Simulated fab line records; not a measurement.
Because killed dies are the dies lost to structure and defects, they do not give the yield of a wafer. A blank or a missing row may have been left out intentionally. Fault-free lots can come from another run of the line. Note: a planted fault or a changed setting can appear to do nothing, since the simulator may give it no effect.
Which tool did it? ; flow gf180mcu ; 24 lots with 72 wafers sampled at 6 steps, on a route of 602 steps

WHAT THE GAUGES READ, wafer by wafer
GF_M2_RS_MEAS_05: the measuring method here is four-point-probe. Usual: M2_ALCU_RS gives 0.0690 ohm/sq (standard deviation 0.00075).
lot;measured;on;M2_ALCU_RS (ohm/sq);flag
L074;day 17 22:42;film-metro-02;0.0693 0.0689 0.0688;
L075;day 18 14:19;film-metro-04;0.0686 0.0682 0.0687;
L076;day 18 15:37;film-metro-03;0.0676 0.0678 0.0679;
L077;day 18 22:35;film-metro-02;0.0686 0.0691 0.0693;
L078;day 19 09:55;film-metro-04;0.0702 0.0701 0.0689;
L079;day 19 16:14;film-metro-04;0.0701 0.0700 0.0703;
L080;day 19 23:39;film-metro-03;0.0687 0.0687 0.0678;
L081;day 20 14:39;film-metro-03;0.0687 0.0686 0.0679;
L082;day 21 01:19;film-metro-03;0.0689 0.0688 0.0683;
L083;day 21 15:02;film-metro-02;0.0688 0.0695 0.0690;
L084;day 21 16:32;film-metro-04;0.0694 0.0685 0.0685;
L085;day 21 23:10;film-metro-03;0.0687 0.0681 0.0677;
L086;day 22 06:56;film-metro-03;0.0692 0.0688 0.0696;
L087;day 23 01:22;film-metro-03;0.0683 0.0679 0.0696;
L088;day 23 01:50;film-metro-02;0.0686 0.0703 0.0695;
L089;day 23 22:34;film-metro-03;0.0691 0.0697 0.0705;
L090;day 23 22:55;film-metro-03;0.0690 0.0704 0.0701;
L091;day 24 06:38;film-metro-02;0.0699 0.0689 0.0688;
L093;day 24 16:35;film-metro-04;0.0686 0.0685 0.0699;
L092;day 24 18:29;film-metro-03;0.0691 0.0680 0.0696;
L094;day 25 00:02;film-metro-03;0.0681 0.0683 0.0680;
L095;day 25 10:31;film-metro-03;0.0691 0.0695 0.0682;
L096;day 25 11:23;film-metro-03;0.0685 0.0686 0.0695;
L097;day 25 23:34;film-metro-04;0.0701 0.0694 0.0699;

GF_V4_THK_MEAS_03. Usual: V4_CVD_02_THK gives 848 nm (standard deviation 12).
lot;measured;on;V4_CVD_02_THK (nm);flag
L074;day 23 07:40;film-metro-04;860 852 867;
L075;day 23 22:05;film-metro-02;846 847 856;
L076;day 23 23:58;film-metro-01;829 837 848;
L077;day 24 03:20;film-metro-01;849 854 852;
L078;day 24 13:35;film-metro-01;860 850 875;
L079;day 24 19:37;film-metro-02;830 838 850;
L080;day 25 01:14;film-metro-04;853 850 863;
L081;day 25 15:10;film-metro-02;847 853 858;
L082;day 26 00:07;film-metro-04;848 860 862;
L083;day 26 10:50;film-metro-01;828 867 861;
L084;day 26 11:18;film-metro-01;846 849 847;
L085;day 26 19:12;film-metro-01;829 854 859;
L086;day 27 01:52;film-metro-04;854 822 857;
L087;day 27 17:13;film-metro-04;859 873 864;
L088;day 27 18:52;film-metro-01;828 821 844;
L089;day 28 12:13;film-metro-01;848 844 848;
L090;day 28 12:53;film-metro-01;854 833 871;
L091;day 28 20:13;film-metro-02;859 841 858;
L093;day 29 05:45;film-metro-02;846 851 846;
L092;day 29 07:25;film-metro-04;835 829 831;
L094;day 29 11:13;film-metro-02;832 842 856;
L095;day 29 19:58;film-metro-04;847 849 848;
L096;day 29 21:40;film-metro-02;843 842 850;
L097;day 30 09:32;film-metro-02;831 859 849;

GF_V5_CD_MEAS_14 targets a cd of 260 nm. Usual: cd-nm 259.8 nm, standard deviation 1.3.
lot;measured;on;cd-nm (nm);flag
L074;day 27 00:31;cd-sem-02;257.8 257.1 257.7;
L075;day 27 12:56;cd-sem-02;260.2 260.1 260.7;
L076;day 27 14:35;cd-sem-02;261.1 260.3 259.7;
L077;day 27 18:09;cd-sem-01;261.4 260.4 260.8;
L078;day 28 02:56;cd-sem-02;260.1 259.7 259.1;
L079;day 28 09:10;cd-sem-01;259.6 258.8 259.8;
L080;day 28 15:52;cd-sem-01;260.2 259.3 260.5;
L081;day 29 03:23;cd-sem-01;260.2 260.0 261.6;
L082;day 29 11:18;cd-sem-02;261.5 262.6 262.2;
L083;day 29 22:00;cd-sem-01;261.9 261.2 261.0;
L084;day 29 22:19;cd-sem-02;258.8 259.8 259.3;
L085;day 30 05:35;cd-sem-01;259.6 258.9 259.7;
L086;day 30 11:37;cd-sem-01;258.6 259.3 258.1;
L087;day 31 00:11;cd-sem-01;259.5 260.4 261.2;
L088;day 31 02:52;cd-sem-01;261.4 261.0 260.9;
L089;day 31 16:16;cd-sem-01;261.9 261.6 260.6;
L090;day 31 17:53;cd-sem-02;258.5 257.8 257.9;
L091;day 32 00:04;cd-sem-02;260.5 258.6 258.4;
L093;day 32 07:27;cd-sem-01;259.8 260.5 260.7;
L092;day 32 09:25;cd-sem-02;259.0 257.4 257.4;
L094;day 32 13:39;cd-sem-02;258.4 258.6 258.6;
L095;day 32 20:38;cd-sem-01;259.0 259.2 260.0;
L096;day 32 22:28;cd-sem-01;260.4 260.8 261.8;
L097;day 33 08:43;cd-sem-02;256.7 257.9 257.9;

GF_TOP_METAL_CD_MEAS_14 targets a cd of 440 nm. Usual: cd-nm 440.1 nm, standard deviation 2.4.
lot;measured;on;cd-nm (nm);flag
L074;day 27 23:13;cd-sem-02;441.3 441.8 441.5;
L075;day 28 11:32;cd-sem-02;438.3 440.1 438.1;
L076;day 28 12:17;cd-sem-02;439.9 441.7 441.2;
L077;day 28 16:52;cd-sem-02;436.9 439.7 440.4;
L078;day 29 00:29;cd-sem-01;440.1 438.9 439.5;
L079;day 29 07:01;cd-sem-02;439.9 440.0 438.9;
L080;day 29 13:04;cd-sem-01;440.1 440.3 440.2;
L081;day 29 23:53;cd-sem-01;435.0 435.0 431.9;
L082;day 30 07:38;cd-sem-01;442.5 440.5 441.4;
L083;day 30 17:29;cd-sem-02;439.3 437.1 437.4;
L084;day 30 17:50;cd-sem-01;438.3 436.7 437.2;
L085;day 31 00:23;cd-sem-01;438.7 439.2 439.1;
L086;day 31 06:42;cd-sem-01;441.3 438.7 441.6;
L087;day 31 19:33;cd-sem-01;439.7 442.2 442.7;
L088;day 31 21:15;cd-sem-02;442.6 439.5 439.5;
L089;day 32 09:43;cd-sem-02;440.9 440.7 441.0;
L090;day 32 11:30;cd-sem-02;443.0 443.1 441.7;
L091;day 32 17:48;cd-sem-01;442.3 440.1 444.4;
L093;day 33 01:23;cd-sem-01;436.2 438.3 436.4;
L092;day 33 02:44;cd-sem-02;442.2 444.8 444.5;
L094;day 33 07:07;cd-sem-01;441.3 442.3 439.8;
L095;day 33 14:15;cd-sem-01;441.5 441.7 440.9;
L096;day 33 15:40;cd-sem-01;438.4 438.3 440.3;
L097;day 34 01:11;cd-sem-02;440.7 441.0 443.3;

EACH LOT AND THE TOOL THAT RAN IT (in order: tool; ch and the chambers of the sampled wafers; start)
lot;GF_V4_ETCH_16;GF_V5_CMP_04
L074;rie-diel-04 ch 0,1, day 24 06:52;cmp-01 ch 2,3, day 26 03:40
L075;rie-diel-04 ch 0,3, day 24 19:25;cmp-02 ch 1,2,3, day 26 16:39
L076;rie-diel-01 ch 0,1,2, day 24 21:49;cmp-01 ch 1,2,3, day 26 18:52
L077;rie-diel-01 ch 0,1,3, day 25 01:28;cmp-02 ch 0,1,2, day 26 21:48
L078;rie-diel-04 ch 1,2, day 25 11:22;cmp-02 ch 0,3, day 27 06:41
L079;rie-diel-04 ch 0,2, day 25 17:40;cmp-02 ch 0,2,3, day 27 13:05
L080;rie-diel-04 ch 0,1, day 25 22:59;cmp-02 ch 1,2,3, day 27 19:19
L081;rie-diel-03 ch 0,1, day 26 12:07;cmp-02 ch 1,2,3, day 28 07:22
L082;rie-diel-01 ch 0,2, day 26 21:08;cmp-02 ch 2,3, day 28 16:39
L083;rie-diel-04 ch 1,2,3, day 27 07:29;cmp-02 ch 0,2,3, day 29 02:46
L084;rie-diel-01 ch 0,3, day 27 07:50;cmp-01 ch 0,2,3, day 29 02:59
L085;rie-diel-03 ch 0,1,3, day 27 15:46;cmp-02 ch 1,3, day 29 10:34
L086;rie-diel-04 ch 0,1,3, day 27 22:08;cmp-01 ch 0,1,3, day 29 16:58
L087;rie-diel-04 ch 2,3, day 28 14:24;cmp-02 ch 2,3, day 30 06:15
L088;rie-diel-03 ch 0,1,3, day 28 16:40;cmp-01 ch 1,2,3, day 30 09:12
L089;rie-diel-04 ch 0,2, day 29 08:25;cmp-02 ch 0,2,3, day 30 22:41
L090;rie-diel-03 ch 0,1,2, day 29 08:46;cmp-02 ch 0,1,3, day 31 00:23
L091;rie-diel-04 ch 1,2,3, day 29 15:58;cmp-01 ch 0,3, day 31 06:40
L093;rie-diel-03 ch 1,2, day 30 01:37;cmp-02 ch 0,3, day 31 14:41
L092;rie-diel-04 ch 1,2,3, day 30 02:56;cmp-02 ch 0,1,3, day 31 16:58
L094;rie-diel-03 ch 0,1,2, day 30 06:19;cmp-02 ch 1,3, day 31 21:35
L095;rie-diel-01 ch 1,2,3, day 30 14:31;cmp-02 ch 0,1,2, day 32 03:43
L096;rie-diel-03 ch 2,3, day 30 16:02;cmp-01 ch 1,2,3, day 32 06:10
L097;rie-diel-04 ch 1,3, day 31 03:29;cmp-02 ch 0,2,3, day 32 16:03
- GF_V4_ETCH_16: etches BARC in N2/H2.
- GF_V5_CMP_04: polishes SiO2.

AS READ BY THE TOOLS THEMSELVES (means over the sampled wafers that have a number; for cases with no such wafer, the mark the record gives instead)
GF_V4_ETCH_16. Usual: chamber-pressure-mTorr 30.002 mTorr, standard deviation 0.025; drypump-motor-current-A 5.6 A, standard deviation 0.43; oes-product-au 0.854 a.u., standard deviation 0.0044; throttle-valve-pct 13.225 %, standard deviation 0.0087.
lot;tool;chamber-pressure-mTorr (mTorr);drypump-motor-current-A (A);oes-product-au (a.u.);throttle-valve-pct (%);flag
L074;rie-diel-04;30.030;5.7;0.855;13.236;
L075;rie-diel-04;30.032;6.2;0.856;13.217;
L076;rie-diel-01;29.988;5.8;0.855;13.222;
L077;rie-diel-01;30.001;5.6;0.855;13.225;
L078;rie-diel-04;29.970;5.5;0.853;13.227;
L079;rie-diel-04;30.003;6.0;0.852;13.217;
L080;rie-diel-04;30.000;5.4;0.855;13.222;
L081;rie-diel-03;30.011;5.2;0.847;13.220;
L082;rie-diel-01;30.006;5.7;0.855;13.230;
L083;rie-diel-04;30.014;5.7;0.851;13.222;
L084;rie-diel-01;29.994;5.6;0.853;13.225;
L085;rie-diel-03;29.989;5.3;0.851;13.224;
L086;rie-diel-04;30.031;5.8;0.854;13.206;
L087;rie-diel-04;30.005;6.0;0.855;13.225;
L088;rie-diel-03;29.998;5.2;0.854;13.234;
L089;rie-diel-04;30.012;5.9;0.850;13.224;
L090;rie-diel-03;29.972;5.4;0.856;13.233;
L091;rie-diel-04;30.020;5.7;0.849;13.221;
L093;rie-diel-03;30.011;5.6;0.860;13.224;
L092;rie-diel-04;29.995;5.7;0.855;13.221;
L094;rie-diel-03;29.990;5.4;0.854;13.226;
L095;rie-diel-01;30.002;5.7;0.854;13.222;
L096;rie-diel-03;29.987;5.6;0.856;13.215;
L097;rie-diel-04;30.004;5.9;0.859;13.229;

GF_V5_CMP_04. Usual: head-pressure-psi 4.001 psi, standard deviation 0.0088; motor-current-A 12.6 A, standard deviation 1.1; retaining-ring-pressure-frac 1.000, standard deviation 0.005.
lot;tool;head-pressure-psi (psi);motor-current-A (A);retaining-ring-pressure-frac;flag
L074;cmp-01;3.989;12.0;1.003;
L075;cmp-02;3.999;12.9;0.999;
L076;cmp-01;4.005;11.9;1.007;
L077;cmp-02;3.996;12.6;1.001;
L078;cmp-02;3.987;12.8;1.000;
L079;cmp-02;4.001;13.3;1.002;
L080;cmp-02;4.003;13.2;1.003;
L081;cmp-02;3.998;13.0;0.999;
L082;cmp-02;4.010;13.1;1.000;
L083;cmp-02;4.014;13.0;0.997;
L084;cmp-01;4.000;12.2;0.994;
L085;cmp-02;3.989;13.1;0.998;
L086;cmp-01;4.003;12.1;0.997;
L087;cmp-02;3.994;12.9;1.001;
L088;cmp-01;4.008;11.5;0.997;
L089;cmp-02;3.992;12.4;0.999;
L090;cmp-02;4.006;12.2;1.000;
L091;cmp-01;4.011;13.4;1.000;
L093;cmp-02;4.001;12.7;1.003;
L092;cmp-02;4.001;12.7;1.001;
L094;cmp-02;4.004;12.6;1.001;
L095;cmp-02;3.994;12.6;0.999;
L096;cmp-01;3.997;11.6;0.996;
L097;cmp-02;3.996;12.8;1.005;

THE ANSWER, worked out from the rows above alone
Rule: take the mean of a lot's wafers that have a number; if it is more than 3 standard deviations from the usual mean, the lot is off. Also off: a lot with no number at a reading for which 4 or more lots have one. The other lots that the step has rows for count as sound. The gauges are gone through in route order, then the tools' own readings, and for those a lot's mean is taken as printed above. The first step at which some lot is off is used, and at that step the reading that is off furthest; a lot without a number counts as furthest.
None of the lots is off at any reading shown; this tells nothing.

WHAT THE SIMULATOR HAD PUT IN
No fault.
